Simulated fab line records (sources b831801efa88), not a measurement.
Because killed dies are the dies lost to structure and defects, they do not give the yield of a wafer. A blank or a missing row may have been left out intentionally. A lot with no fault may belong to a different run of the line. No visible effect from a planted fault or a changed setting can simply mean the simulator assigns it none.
Which tool was responsible? / flow sky130 / Sampling: 15 lots, 45 wafers, 2 of 708 route steps

== WHAT EACH GAUGE READ, for each wafer ==
The record lacks any reading of a measuring or inspecting step that a usual standard deviation could be used to judge.

== EACH LOT AND THE TOOL THAT RAN IT (in order: tool; ch and the chambers of the sampled wafers; start) ==
lot=L379; SKY_VIA3_CMP_24=cmp-01 ch 0,2,3, day 40 06:19; SKY_PAD_OPEN_PROBE_99=-
lot=L380; SKY_VIA3_CMP_24=cmp-02 ch 2,3, day 40 11:01; SKY_PAD_OPEN_PROBE_99=-
lot=L381; SKY_VIA3_CMP_24=cmp-01 ch 1,2,3, day 41 14:58; SKY_PAD_OPEN_PROBE_99=prober-02, day 47 09:01
lot=L382; SKY_VIA3_CMP_24=cmp-01 ch 2,3, day 41 21:19; SKY_PAD_OPEN_PROBE_99=prober-01, day 47 14:11
lot=L383; SKY_VIA3_CMP_24=cmp-01 ch 0,2,3, day 42 09:13; SKY_PAD_OPEN_PROBE_99=prober-02, day 48 00:28
lot=L384; SKY_VIA3_CMP_24=cmp-02 ch 2,3, day 42 12:29; SKY_PAD_OPEN_PROBE_99=-
lot=L390; SKY_VIA3_CMP_24=cmp-02 ch 1,3, day 43 16:38; SKY_PAD_OPEN_PROBE_99=prober-01, day 49 03:53
lot=L391; SKY_VIA3_CMP_24=cmp-02 ch 0,1,3, day 44 01:32; SKY_PAD_OPEN_PROBE_99=prober-02, day 49 10:47
lot=L393; SKY_VIA3_CMP_24=cmp-02 ch 0,3, day 44 02:09; SKY_PAD_OPEN_PROBE_99=-
lot=L394; SKY_VIA3_CMP_24=cmp-02 ch 0,1, day 44 08:16; SKY_PAD_OPEN_PROBE_99=prober-01, day 49 14:20
lot=L396; SKY_VIA3_CMP_24=cmp-01 ch 1,2,3, day 45 05:13; SKY_PAD_OPEN_PROBE_99=-
lot=L397; SKY_VIA3_CMP_24=cmp-01 ch 0,3, day 45 16:50; SKY_PAD_OPEN_PROBE_99=prober-02, day 50 15:35
lot=L399; SKY_VIA3_CMP_24=cmp-01 ch 0,1,3, day 45 19:23; SKY_PAD_OPEN_PROBE_99=-
lot=L398; SKY_VIA3_CMP_24=cmp-02 ch 0,2,3, day 45 21:02; SKY_PAD_OPEN_PROBE_99=-
lot=L400; SKY_VIA3_CMP_24=cmp-02 ch 0,2,3, day 46 03:01; SKY_PAD_OPEN_PROBE_99=prober-01, day 50 23:32
- SKY_VIA3_CMP_24: polishes, stops on SiO2, t overpolish 20 s, target thk 0 nm.
- SKY_PAD_OPEN_PROBE_99

== AS READ BY THE TOOLS THEMSELVES (means over the sampled wafers that have a number; for cases with no such wafer, the mark the record gives instead) ==
SKY_VIA3_CMP_24.
lot=L379; tool=cmp-01; motor_current_A (A)=10.4; overpolish_run_s (s)=19.995; platen_rpm (rpm)=60.00; time_to_endpoint_s (s)=106
lot=L380; tool=cmp-02; motor_current_A (A)=10.8; overpolish_run_s (s)=20.004; platen_rpm (rpm)=60.01; time_to_endpoint_s (s)=95
lot=L381; tool=cmp-01; motor_current_A (A)=10.9; overpolish_run_s (s)=0.040; platen_rpm (rpm)=60.00; time_to_endpoint_s (s)=151
lot=L382; tool=cmp-01; motor_current_A (A)=10.7; overpolish_run_s (s)=0.042; platen_rpm (rpm)=59.96; time_to_endpoint_s (s)=149
lot=L383; tool=cmp-01; motor_current_A (A)=10.7; overpolish_run_s (s)=0.037; platen_rpm (rpm)=60.00; time_to_endpoint_s (s)=149
lot=L384; tool=cmp-02; motor_current_A (A)=10.3; overpolish_run_s (s)=20.002; platen_rpm (rpm)=59.99; time_to_endpoint_s (s)=95
lot=L390; tool=cmp-02; motor_current_A (A)=11.7; overpolish_run_s (s)=19.998; platen_rpm (rpm)=60.01; time_to_endpoint_s (s)=93
lot=L391; tool=cmp-02; motor_current_A (A)=11.9; overpolish_run_s (s)=20.000; platen_rpm (rpm)=60.03; time_to_endpoint_s (s)=94
lot=L393; tool=cmp-02; motor_current_A (A)=11.1; overpolish_run_s (s)=20.001; platen_rpm (rpm)=60.01; time_to_endpoint_s (s)=96
lot=L394; tool=cmp-02; motor_current_A (A)=12.1; overpolish_run_s (s)=19.993; platen_rpm (rpm)=60.01; time_to_endpoint_s (s)=95
lot=L396; tool=cmp-01; motor_current_A (A)=11.0; overpolish_run_s (s)=20.000; platen_rpm (rpm)=59.99; time_to_endpoint_s (s)=92
lot=L397; tool=cmp-01; motor_current_A (A)=11.5; overpolish_run_s (s)=20.001; platen_rpm (rpm)=59.96; time_to_endpoint_s (s)=92
lot=L399; tool=cmp-01; motor_current_A (A)=11.8; overpolish_run_s (s)=20.007; platen_rpm (rpm)=59.99; time_to_endpoint_s (s)=95
lot=L398; tool=cmp-02; motor_current_A (A)=11.0; overpolish_run_s (s)=19.987; platen_rpm (rpm)=59.96; time_to_endpoint_s (s)=92
lot=L400; tool=cmp-02; motor_current_A (A)=11.1; overpolish_run_s (s)=19.997; platen_rpm (rpm)=60.02; time_to_endpoint_s (s)=94

SKY_PAD_OPEN_PROBE_99.
lot=L381; tool=prober-02; defect_limited_yield (%)=0.0; killed_at_M0_to_M3=443; killed_at_M4_up=3.0; killed_at_contacts=29; killed_at_front_end=16; killed_at_other=0.3; killed_dies=492; killed_on_rim=96; killed_open=42; killed_short=42; sort_bin_3_pad_short (%)=84.0; sort_bin_5_function (%)=9.9; sort_bin_6_memory (%)=6.0; sort_n_pass=0; sort_yield_pct (%)=0.0
lot=L382; tool=prober-01; defect_limited_yield (%)=0.0; killed_at_M0_to_M3=449; killed_at_M4_up=2.0; killed_at_contacts=20; killed_at_front_end=20; killed_at_other=0.7; killed_dies=492; killed_on_rim=96; killed_open=49; killed_short=38; sort_bin_3_pad_short (%)=83.2; sort_bin_5_function (%)=10.4; sort_bin_6_memory (%)=6.4; sort_n_pass=0; sort_yield_pct (%)=0.0
lot=L383; tool=prober-02; defect_limited_yield (%)=0.0; killed_at_M0_to_M3=458; killed_at_M4_up=3.3; killed_at_contacts=21; killed_at_front_end=10; killed_at_other=0.3; killed_dies=492; killed_on_rim=96; killed_open=47; killed_short=33; sort_bin_3_pad_short (%)=84.4; sort_bin_5_function (%)=9.2; sort_bin_6_memory (%)=6.4; sort_n_pass=0; sort_yield_pct (%)=0.0
lot=L390; tool=prober-01; defect_limited_yield (%)=81.7; killed_at_M0_to_M3=41; killed_at_M4_up=3.0; killed_at_contacts=33; killed_at_front_end=12; killed_at_other=0.3; killed_dies=90; killed_on_rim=19; killed_open=47; killed_short=42; sort_bin_3_pad_short (%)=0.9; sort_bin_5_function (%)=11.1; sort_bin_6_memory (%)=6.2; sort_n_pass=402; sort_yield_pct (%)=81.7
lot=L391; tool=prober-02; defect_limited_yield (%)=82.7; killed_at_M0_to_M3=41; killed_at_M4_up=2.7; killed_at_contacts=24; killed_at_front_end=17; killed_at_other=0.7; killed_dies=85; killed_on_rim=21; killed_open=50; killed_short=36; sort_bin_3_pad_short (%)=0.7; sort_bin_5_function (%)=10.7; sort_bin_6_memory (%)=5.9; sort_n_pass=407; sort_yield_pct (%)=82.7
lot=L394; tool=prober-01; defect_limited_yield (%)=82.7; killed_at_M0_to_M3=46; killed_at_M4_up=2.7; killed_at_contacts=17; killed_at_front_end=18; killed_at_other=0.7; killed_dies=85; killed_on_rim=15; killed_open=51; killed_short=34; sort_bin_3_pad_short (%)=0.5; sort_bin_5_function (%)=9.2; sort_bin_6_memory (%)=7.5; sort_n_pass=407; sort_yield_pct (%)=82.7
lot=L397; tool=prober-02; defect_limited_yield (%)=82.9; killed_at_M0_to_M3=39; killed_at_M4_up=3.3; killed_at_contacts=23; killed_at_front_end=18; killed_at_other=0.3; killed_dies=84; killed_on_rim=16; killed_open=48; killed_short=36; sort_bin_3_pad_short (%)=0.5; sort_bin_5_function (%)=10.6; sort_bin_6_memory (%)=6.0; sort_n_pass=408; sort_yield_pct (%)=82.9
lot=L400; tool=prober-01; defect_limited_yield (%)=80.2; killed_at_M0_to_M3=53; killed_at_M4_up=3.0; killed_at_contacts=27; killed_at_front_end=14; killed_at_other=0.0; killed_dies=98; killed_on_rim=19; killed_open=54; killed_short=44; sort_bin_3_pad_short (%)=1.0; sort_bin_5_function (%)=12.5; sort_bin_6_memory (%)=6.4; sort_n_pass=394; sort_yield_pct (%)=80.2

== THE ANSWER, worked out from the rows above alone ==
Rule: usual is defined by the lots themselves. Put in order of their means at a reading, lots are off if they are a third of the lots or fewer, leave a main group of 4 or more, and stand apart from it by a gap of 3 or more times the standard deviation of the main group's means; of several such gaps the widest counts. If all means in a main group match to the digits the tables above print for the reading, that group is not used. A lot without any number at a reading at which 4 lots or more have one is off too. The other lots that the step has rows for count as sound. After the gauges, taken in route order, come the tools' own readings; for these a lot's mean is taken, as printed above. The first step at which some lot is off is used, and at that step the reading that is off furthest; a lot without a number counts as furthest.
Off at SKY_VIA3_CMP_24 (overpolish_run_s): L381, L382, L383. Mean 19.999 s and standard deviation 0.0051 in the main group.
If a tool, at that step or one of the process steps before it, ran each lot that is off and ran no sound lot following the first of them, it fits. Not one of the candidates tried fits.

== WHAT WAS PUT IN BY THE SIMULATOR ==
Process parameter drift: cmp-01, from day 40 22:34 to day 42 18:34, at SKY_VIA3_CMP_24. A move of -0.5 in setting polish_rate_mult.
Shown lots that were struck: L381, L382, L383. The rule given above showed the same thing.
